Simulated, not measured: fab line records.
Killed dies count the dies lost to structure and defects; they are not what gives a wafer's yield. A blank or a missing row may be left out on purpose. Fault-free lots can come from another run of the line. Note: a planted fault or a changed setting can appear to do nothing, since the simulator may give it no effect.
One fault through the eyes of 2 desks ; flow gf180mcu ; what lay behind the numbers comes last; until then each desk has only its own

AT THE TOOL OWNER'S DESK: implanter-02
For each lot that ran on this tool, the mean over its sampled wafers that have a number, from the tool's own readings at GF_NWELL_IMPLANT_09. If a lot's mean is further than 4 standard deviations from the usual mean, the lot is out of limits and carries the mark OUT (the distance appears in the brackets).
Columns: A = dose ions cm2 at GF_NWELL_IMPLANT_09, usual 4e+12; B = faraday current uA at GF_NWELL_IMPLANT_09, usual 22.6
lot;first seen here;A;B
L737;day 3 08:58;4e+12;22.7
L738;day 3 13:04;4e+12;22.9
L740;day 4 00:37;5e+12 (+99 or more) OUT;26.9 (+9.1) OUT
L742;day 4 12:28;5e+12 (+99 or more) OUT;27.4 (+10) OUT
L743;day 4 15:20;5e+12 (+99 or more) OUT;27.3 (+9.9) OUT
L759;day 8 08:22;4e+12;22.5
L760;day 8 13:05;4e+12;22.2
Finding of this desk: L740, L742, L743 out of limits; the first was L740 at day 4 00:37, on dose ions cm2 at GF_NWELL_IMPLANT_09. L737, L738, L759, L760: within limits.

AT THE METROLOGY DESK
What the gauges read, lot by lot, whatever tool the lot ran on: means of the sampled wafers that have a number. If a lot's mean is further than 4 standard deviations from the usual mean, the lot is out of limits and carries the mark OUT (the distance appears in the brackets).
Columns: A = cd nm at GF_STI_CD_MEAS_12, usual 220.4 nm; B = NWELL_RS at GF_VT_IMPLANT_RS_MEAS_47, usual 487.7 ohm/sq; C = HV_LDD_03_OVL at GF_HV_LDD_OVL_MEAS_47, usual 0.8 nm
lot;first seen here;A;B;C
L737;day 2 02:18;222.4;486.4;1.4
L738;day 2 06:23;221.3;486.4;-0.3
L739;day 2 13:23;219.0;486.1;0.9
L740;day 2 16:52;220.0;473.5 (-11) OUT;1.6
L742;day 3 04:53;219.8;474.4 (-10) OUT;1.4
L743;day 3 08:07;219.9;474.7 (-10) OUT;2.1
L749;day 4 15:22;220.9;487.7;0.8
L751;day 5 01:52;220.2;487.4;-1.3
L752;day 5 05:43;220.2;487.1;1.9
L753;day 5 11:34;219.4;486.9;1.6
L756;day 6 04:37;221.1;489.1;0.2
L758;day 6 14:02;219.8;487.3;0.3
L759;day 6 18:16;221.6;487.5;0.3
L760;day 7 00:02;219.4;489.3;-0.2
Finding of this desk: L740, L742, L743 out of limits, first seen on L740 at day 8 10:41 (NWELL_RS at GF_VT_IMPLANT_RS_MEAS_47). L737, L738, L739, L749, L751, L752, L753, L756, L758, L759, L760: within limits.

ALL TOGETHER
On L740, L742, L743, at day 4 00:37, an alarm was possible from the tool owner's desk.
L740, L742, L743 would have let the metrology desk raise an alarm at day 8 10:41.
All the named lots went through GF_NWELL_IMPLANT_09 on implanter-02.

WHAT THE SIMULATOR PUT IN
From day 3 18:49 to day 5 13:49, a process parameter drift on implanter-02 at GF_NWELL_IMPLANT_09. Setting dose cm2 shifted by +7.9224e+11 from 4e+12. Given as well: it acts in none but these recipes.
Shown lots that were struck: L740, L742, L743.
Hours from the fault's start to each desk's first reading out of limits: the tool owner's desk, 6; the metrology desk, 112.
